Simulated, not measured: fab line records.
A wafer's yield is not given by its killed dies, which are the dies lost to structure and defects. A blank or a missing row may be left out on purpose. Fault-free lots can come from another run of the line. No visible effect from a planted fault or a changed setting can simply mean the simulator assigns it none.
What tool caused it?	flow sky130	Sampling: 24 lots, 72 wafers, 6 of 708 route steps

## WHAT THE GAUGES READ, wafer by wafer
SKY_METAL2_RS_MEAS_05: measures by four-point-probe. Usual: for METAL2_ALCU_RS the level is 0.1267 ohm/sq and the standard deviation is 0.0015.
lot	measured	on	METAL2_ALCU_RS (ohm/sq)	flag
L074	day 33 20:30	film_metro-03	0.1296 0.1270 0.1272	
L076	day 34 18:01	film_metro-04	0.1267 0.1254 0.1262	
L075	day 34 21:46	film_metro-01	0.1260 0.1252 0.1250	
L077	day 35 00:49	film_metro-04	0.1280 0.1259 0.1269	
L078	day 35 02:24	film_metro-01	0.1276 0.1272 0.1280	
L079	day 35 16:54	film_metro-04	0.1267 0.1259 0.1280	
L080	day 36 04:41	film_metro-03	0.1274 0.1257 0.1263	
L081	day 36 10:50	film_metro-03	0.1272 0.1270 0.1273	
L082	day 36 16:40	film_metro-01	0.1275 0.1274 0.1260	
L083	day 37 05:10	film_metro-04	0.1239 0.1249 0.1255	
L084	day 37 11:58	film_metro-03	0.1263 0.1284 0.1262	
L085	day 37 23:05	film_metro-04	0.1252 0.1261 0.1243	
L086	day 38 07:23	film_metro-04	0.1262 0.1286 0.1270	
L087	day 38 07:41	film_metro-01	0.1264 0.1265 0.1285	
L088	day 38 16:18	film_metro-01	0.1257 0.1286 0.1279	
L089	day 38 19:17	film_metro-01	0.1241 0.1253 0.1252	
L090	day 39 05:33	film_metro-04	0.1280 0.1275 0.1269	
L092	day 39 13:06	film_metro-01	0.1271 0.1271 0.1273	
L091	day 39 18:05	film_metro-03	0.1279 0.1283 0.1251	
L093	day 40 08:09	film_metro-01	0.1252 0.1284 0.1278	
L095	day 40 10:50	film_metro-01	0.1282 0.1264 0.1266	
L094	day 40 18:59	film_metro-04	0.1237 0.1238 0.1243	
L096	day 41 00:51	film_metro-04	0.1299 0.1271 0.1296	
L097	day 41 04:43	film_metro-01	0.1258 0.1296 0.1262	

SKY_CAPM_THK_MEAS_01. Usual: for CAPM_CVD_00_THK the level is 15.47 nm and the standard deviation is 0.21.
lot	measured	on	CAPM_CVD_00_THK (nm)	flag
L074	day 36 03:02	film_metro-04	15.45 15.39 15.51	
L076	day 37 00:20	film_metro-02	14.94 14.86 15.20	
L075	day 37 06:17	film_metro-02	15.30 15.41 15.69	
L077	day 37 09:54	film_metro-01	15.37 15.41 15.57	
L078	day 37 10:32	film_metro-01	15.39 15.73 15.63	
L079	day 38 00:10	film_metro-01	15.32 15.33 15.70	
L080	day 38 11:53	film_metro-04	15.19 15.37 15.43	
L081	day 38 17:44	film_metro-01	15.66 15.40 15.65	
L082	day 38 23:32	film_metro-02	15.18 15.59 15.45	
L083	day 39 11:13	film_metro-01	15.37 15.81 15.61	
L084	day 39 18:02	film_metro-02	15.45 15.92 15.58	
L085	day 40 04:13	film_metro-01	15.75 15.72 15.51	
L086	day 40 12:38	film_metro-01	15.48 15.44 15.88	
L087	day 40 12:59	film_metro-04	15.52 15.32 15.48	
L088	day 40 20:47	film_metro-01	15.24 15.39 15.50	
L089	day 41 00:04	film_metro-01	15.47 15.26 15.38	
L090	day 41 10:02	film_metro-02	15.57 15.84 15.62	
L092	day 41 17:32	film_metro-02	15.34 15.25 15.13	
L091	day 41 22:03	film_metro-01	15.29 15.25 15.30	
L093	day 42 11:23	film_metro-01	15.18 15.42 15.43	
L095	day 42 13:33	film_metro-01	15.29 15.82 15.49	
L094	day 42 21:27	film_metro-04	15.26 15.31 15.40	
L096	day 43 04:07	film_metro-01	15.25 15.77 15.55	
L097	day 43 06:26	film_metro-04	15.51 15.41 15.89	

SKY_CAPM_OVL_MEAS_12. Usual: for CAPM_OVL the level is 0.5 nm and the standard deviation is 1.7.
lot	measured	on	CAPM_OVL (nm)	flag
L074	day 37 05:10	overlay-01	1.4 0.2 0.2	
L076	day 38 01:29	overlay-02	1.1 0.3 -0.1	
L075	day 38 08:14	overlay-02	-2.8 -0.7 -0.5	
L077	day 38 11:22	overlay-02	-0.4 -0.4 -0.8	
L078	day 38 11:40	overlay-02	-2.0 -2.0 -2.1	
L079	day 39 01:40	overlay-02	1.1 0.1 0.0	
L080	day 39 12:41	overlay-02	3.1 1.0 0.3	
L081	day 39 18:58	overlay-01	2.4 1.8 3.0	
L082	day 40 00:40	overlay-01	1.5 2.4 0.6	
L083	day 40 12:07	overlay-02	0.1 1.9 0.3	
L084	day 40 18:58	overlay-01	1.3 3.1 2.5	
L085	day 41 04:41	overlay-01	2.9 0.6 0.4	
L086	day 41 12:38	overlay-02	-0.8 0.3 -1.5	
L087	day 41 12:55	overlay-01	2.6 3.1 3.4	
L088	day 41 20:50	overlay-02	-1.1 1.7 -0.5	
L089	day 41 23:38	overlay-01	-0.7 1.1 1.1	
L090	day 42 10:19	overlay-02	0.0 0.0 0.0	
L092	day 42 17:13	overlay-01	0.4 1.5 3.3	
L091	day 42 22:43	overlay-01	2.6 1.8 2.1	
L093	day 43 10:43	overlay-01	0.1 1.0 1.8	
L095	day 43 12:56	overlay-02	-0.7 -0.6 -3.7	
L094	day 43 20:22	overlay-02	-1.0 -0.5 -2.6	
L096	day 44 02:56	overlay-02	-1.9 -2.0 -0.9	
L097	day 44 04:44	overlay-01	2.8 1.7 2.7	

## WHAT TOOL EACH LOT RAN ON (gives the tool, then ch and the chambers of the sampled wafers, and finally the start)
lot	SKY_VIA2_STRIP_16	SKY_VIA2_CVD_21	SKY_VIA2_CMP_24
L074	plasma_asher-01 ch 0, day 36 01:32	cvd_w-01 ch 1, day 36 02:14	cmp-01 ch 0,1,3, day 36 02:38
L076	plasma_asher-03 ch 0,1, day 36 22:54	cvd_w-02 ch 0,1, day 36 23:33	cmp-02 ch 0,2,3, day 36 23:52
L075	plasma_asher-01 ch 0,1, day 37 04:49	cvd_w-02 ch 0,1, day 37 05:30	cmp-02 ch 0,3, day 37 05:52
L077	plasma_asher-02 ch 0,1, day 37 08:27	cvd_w-01 ch 0,1, day 37 09:07	cmp-02 ch 0,3, day 37 09:25
L078	plasma_asher-01 ch 0,1, day 37 09:06	cvd_w-01 ch 0,1, day 37 09:45	cmp-01 ch 2,3, day 37 10:04
L079	plasma_asher-01 ch 0,1, day 37 22:44	cvd_w-02 ch 1, day 37 23:23	cmp-01 ch 0,2,3, day 37 23:45
L080	plasma_asher-03 ch 0,1, day 38 10:25	cvd_w-01 ch 0,1, day 38 11:06	cmp-02 ch 0,2,3, day 38 11:31
L081	plasma_asher-01 ch 0,1, day 38 16:14	cvd_w-01 ch 0,1, day 38 16:56	cmp-01 ch 1,2, day 38 17:17
L082	plasma_asher-03 ch 0,1, day 38 22:04	cvd_w-01 ch 0,1, day 38 22:43	cmp-02 ch 1,2, day 38 23:05
L083	plasma_asher-01 ch 1, day 39 09:44	cvd_w-01 ch 0,1, day 39 10:26	cmp-01 ch 1,2, day 39 10:44
L084	plasma_asher-03 ch 0,1, day 39 16:25	cvd_w-01 ch 0,1, day 39 17:04	cmp-02 ch 0,1,3, day 39 17:32
L085	plasma_asher-01 ch 0,1, day 40 02:45	cvd_w-01 ch 0,1, day 40 03:25	cmp-02 ch 0,1,2, day 40 03:52
L086	plasma_asher-02 ch 0,1, day 40 11:12	cvd_w-02 ch 0,1, day 40 11:52	cmp-02 ch 1,2,3, day 40 12:08
L087	plasma_asher-03 ch 0,1, day 40 11:33	cvd_w-01 ch 0,1, day 40 12:13	cmp-02 ch 0,3, day 40 12:31
L088	plasma_asher-03 ch 0,1, day 40 19:21	cvd_w-01 ch 1, day 40 20:00	cmp-02 ch 0,1,3, day 40 20:22
L089	plasma_asher-02 ch 0,1, day 40 22:37	cvd_w-02 ch 0,1, day 40 23:16	cmp-02 ch 0,2,3, day 40 23:35
L090	plasma_asher-03 ch 0,1, day 41 08:26	cvd_w-01 ch 1, day 41 09:08	cmp-02 ch 0,3, day 41 09:37
L092	plasma_asher-03 ch 0,1, day 41 15:55	cvd_w-01 ch 1, day 41 16:38	cmp-01 ch 0,3, day 41 17:07
L091	plasma_asher-03 ch 0,1, day 41 20:25	cvd_w-01 ch 1, day 41 21:04	cmp-02 ch 0,1,3, day 41 21:38
L093	plasma_asher-01 ch 0,1, day 42 09:48	cvd_w-01 ch 1, day 42 10:28	cmp-01 ch 1,2, day 42 10:55
L095	plasma_asher-01 ch 0,1, day 42 12:06	cvd_w-02 ch 0, day 42 12:46	cmp-02 ch 1,3, day 42 13:05
L094	plasma_asher-03 ch 1, day 42 19:58	cvd_w-02 ch 0,1, day 42 20:38	cmp-02 ch 0,1,3, day 42 20:59
L096	plasma_asher-01 ch 0,1, day 43 02:29	cvd_w-01 ch 1, day 43 03:13	cmp-01 ch 1,2,3, day 43 03:43
L097	plasma_asher-01 ch 0,1, day 43 04:51	cvd_w-01 ch 1, day 43 05:33	cmp-02 ch 1,2,3, day 43 05:57
- SKY_VIA2_STRIP_16: strips in O2/N2.
- SKY_VIA2_CVD_21: deposits W, target thk 420 nm, time 126.4 s.
- SKY_VIA2_CMP_24: polishes, stops on SiO2, t overpolish 20 s, target thk 0 nm.

## AS READ BY THE TOOLS THEMSELVES (means over the sampled wafers that have a number; for cases with no such wafer, the mark the record gives instead)
SKY_VIA2_STRIP_16. Usual: chamber_pressure_mTorr 1499.8 mTorr, standard deviation 1.2; drypump_motor_current_A 5.9 A, standard deviation 0.49; oes_product_au 0.399 a.u., standard deviation 0.0046; strip_time_to_endpoint_s 4.051 s, standard deviation 0.03.
lot	tool	chamber_pressure_mTorr (mTorr)	drypump_motor_current_A (A)	oes_product_au (a.u.)	strip_time_to_endpoint_s (s)	flag
L074	plasma_asher-01	1500.3	5.3	0.400	4.048	
L076	plasma_asher-03	1500.7	6.2	0.400	4.053	
L075	plasma_asher-01	1499.7	6.0	0.400	4.063	
L077	plasma_asher-02	1500.4	5.5	0.396	4.001	
L078	plasma_asher-01	1499.8	5.6	0.401	4.098	
L079	plasma_asher-01	1501.2	6.0	0.397	4.041	
L080	plasma_asher-03	1499.5	6.2	0.395	4.020	
L081	plasma_asher-01	1500.1	6.0	0.399	4.079	
L082	plasma_asher-03	1499.8	6.2	0.395	4.038	
L083	plasma_asher-01	1499.0	6.3	0.401	4.038	
L084	plasma_asher-03	1500.5	5.9	0.402	4.047	
L085	plasma_asher-01	1500.5	5.6	0.399	4.058	
L086	plasma_asher-02	1499.4	5.7	0.401	4.041	
L087	plasma_asher-03	1498.0	6.2	0.398	4.068	
L088	plasma_asher-03	1499.7	6.2	0.397	4.078	
L089	plasma_asher-02	1499.6	5.5	0.397	4.034	
L090	plasma_asher-03	1500.9	6.2	0.396	4.038	
L092	plasma_asher-03	1499.3	6.2	0.393	4.015	
L091	plasma_asher-03	1500.7	5.9	0.401	4.063	
L093	plasma_asher-01	1498.9	6.0	0.399	4.087	
L095	plasma_asher-01	1499.6	6.0	0.400	4.054	
L094	plasma_asher-03	1498.9	5.6	0.399	4.054	
L096	plasma_asher-01	1499.0	5.6	0.399	4.037	
L097	plasma_asher-01	1499.9	5.6	0.401	4.048	

SKY_VIA2_CVD_21. Usual: heater_power_outer_w 529 W, standard deviation 35; heater_power_w 864 W, standard deviation 67.
lot	tool	heater_power_outer_w (W)	heater_power_w (W)	flag
L074	cvd_w-01	536	908	
L076	cvd_w-02	560	880	
L075	cvd_w-02	555	892	
L077	cvd_w-01	533	853	
L078	cvd_w-01	533	890	
L079	cvd_w-02	597	927	
L080	cvd_w-01	523	853	
L081	cvd_w-01	524	854	
L082	cvd_w-01	530	848	
L083	cvd_w-01	533	851	
L084	cvd_w-01	544	879	
L085	cvd_w-01	528	859	
L086	cvd_w-02	505	802	
L087	cvd_w-01	536	882	
L088	cvd_w-01	543	914	
L089	cvd_w-02	511	804	
L090	cvd_w-01	538	925	
L092	cvd_w-01	541	903	
L091	cvd_w-01	542	916	
L093	cvd_w-01	540	925	
L095	cvd_w-02	432	711	
L094	cvd_w-02	510	802	
L096	cvd_w-01	544	911	
L097	cvd_w-01	543	912	

SKY_VIA2_CMP_24. Usual: motor_current_A 10.6 A, standard deviation 1.1; overpolish_run_s 20.001 s, standard deviation 0.0092; slurry_flow_ml_min 150.0, standard deviation 0.49; time_to_endpoint_s 102 s, standard deviation 5.4.
lot	tool	motor_current_A (A)	overpolish_run_s (s)	slurry_flow_ml_min	time_to_endpoint_s (s)	flag
L074	cmp-01	10.9	20.002	150.0	99	
L076	cmp-02	10.4	20.005	150.1	104	
L075	cmp-02	11.5	20.003	149.8	99	
L077	cmp-02	10.8	20.001	150.0	101	
L078	cmp-01	10.0	20.010	149.8	96	
L079	cmp-01	11.2	20.001	149.6	104	
L080	cmp-02	10.6	19.997	149.9	100	
L081	cmp-01	10.6	19.998	150.0	108	
L082	cmp-02	9.6	20.007	149.2	104	
L083	cmp-01	10.4	19.993	150.5	107	
L084	cmp-02	11.0	19.999	150.2	96	
L085	cmp-02	10.5	19.994	150.2	101	
L086	cmp-02	10.0	19.997	149.6	103	
L087	cmp-02	11.2	20.004	150.3	96	
L088	cmp-02	11.5	20.005	150.0	97	
L089	cmp-02	10.6	20.010	150.0	105	
L090	cmp-02	10.9	19.998	149.7	92	
L092	cmp-01	10.7	20.005	150.2	100	
L091	cmp-02	11.1	19.993	150.3	96	
L093	cmp-01	10.9	19.995	149.9	107	
L095	cmp-02	11.0	19.999	149.9	99	
L094	cmp-02	10.9	19.996	149.9	106	
L096	cmp-01	10.5	20.008	150.0	102	
L097	cmp-02	10.1	20.007	150.3	99	

## THE ANSWER, worked out from the rows above alone
Rule: take the mean of a lot's wafers that have a number; if it is more than 3 standard deviations from the usual mean, the lot is off. Also off: a lot with no number at a reading for which 4 or more lots have one. Any other lot the step has rows for is counted as sound. First the gauges in route order, then the tools' own readings, where a lot's mean is used as printed above. At the first step where some lot is off, the reading lying furthest off is the one used; lots without a number count as furthest.
No lot is off at any reading shown: from this, nothing can be told.

## WHAT THE SIMULATOR HAD INSERTED
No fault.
